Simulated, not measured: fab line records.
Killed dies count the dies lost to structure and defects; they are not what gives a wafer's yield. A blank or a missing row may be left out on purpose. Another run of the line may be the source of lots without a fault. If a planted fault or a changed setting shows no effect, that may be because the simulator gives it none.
Struck lot and sound lot, side by side || flow sky130 || 15 steps out of a route of 708
Sound: wafers L707.1, L707.4, L707.6. Struck: wafer L720.1. (L720.3 of the same lot was not struck and is left out.) The cause comes at the end.
Per side, at each step with rows, come the tool, then ch with its chambers, and then its first start. Under that, the readings that differ: sound wafers || struck wafers || difference of the means || sigmas: that difference in standard deviations of wafers without a fault.
alike: same words and numbers on both sides, and readings whose means sit less than 2 such deviations apart. not compared: any withheld reading, any reading some wafer has no value for, any bound like >300 that may hide the same value, and any number with overlapping values for which the record gives no deviation.
Wherever a step has rows on one side only, a row that says differs or no value, or a row with sigmas, the two part there. When numbers do not overlap yet have no deviation, they are printed without sigmas and do not part them. Lack of a reading on every wafer of one side parts them only where that side has two or more wafers.

SKY_METAL1_STRIP_20: strips in O2/N2.
  sound on plasmaAsher-01 ch 0,1, day 32 10:37; struck on plasmaAsher-03 ch 1, day 36 21:26
  alike: drypumpMotorCurrentA, oesProductAu, stripTimeToEndpointS
  not compared: rfHoursCounterH
then, 4 steps without rows for these wafers: SKY_METAL1_STRIP_21 (strips in post etch residue remover, time 1200 s); SKY_METAL1_CLEAN_22 (cleans in IPA, time 180 s); SKY_METAL1_CLEAN_23 (cleans in O3/DIW); SKY_VIA1_HDPCVD_00 (deposits SiO2, target thk 1030 nm, time 171.7 s).
SKY_VIA1_THK_MEAS_01:
  sound on filmMetro-04 at day 32 11:21; struck on filmMetro-03 at day 36 22:09
  alike: VIA1_HDPCVD_THK
SKY_VIA1_CMP_02: polishes SiO2.
  sound on cmp-02 ch 0,2,3, day 32 11:25; struck on cmp-02 ch 0, day 36 22:16
  alike: motorCurrentA
SKY_VIA1_BOW_MEAS_03:
  sound on filmMetro-01 at day 32 11:43; struck on filmMetro-01 at day 36 22:31
  alike: VIA1_BOW
then, 4 steps without rows for these wafers: SKY_VIA1_DEHYDRATE_04 (time 60 s); SKY_VIA1_HMDS_05 (prime time 60 s); SKY_VIA1_COAT_06 (resist thk 60 nm); SKY_VIA1_COAT_07 (resist thk 450 nm).
SKY_VIA1_SOFTBAKE_08: time 90 s.
  sound on lithoTrack-04 ch 0, day 33 00:00; struck on lithoTrack-01 ch 0, day 37 09:00
{"reading": "heaterPowerTotalW (W)", "sound": "57.27 57.43 57.23", "struck": 59.03, "difference": "+1.72", "sigmas": "+16"}
{"reading": "runLengthS (s)", "sound": "119.02 119.00 119.24", "struck": 110.85, "difference": -8.24, "sigmas": -51}
then, 1 step without rows for these wafers: SKY_VIA1_EXPOSE_09 (exposes mask VIM, target cd 150 nm).
SKY_PAD_OPEN_PROBE_99:
  the record holds rows for the sound wafers here (prober-02, day 45 11:23) but none for the struck ones

## WHERE THEY PART
At SKY_VIA1_SOFTBAKE_08 first; at SKY_PAD_OPEN_PROBE_99 last (within this record only).

WHY: what had been put in by the simulator
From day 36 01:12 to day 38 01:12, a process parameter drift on lithoTrack-01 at SKY_VIA1_SOFTBAKE_08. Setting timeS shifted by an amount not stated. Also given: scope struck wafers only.
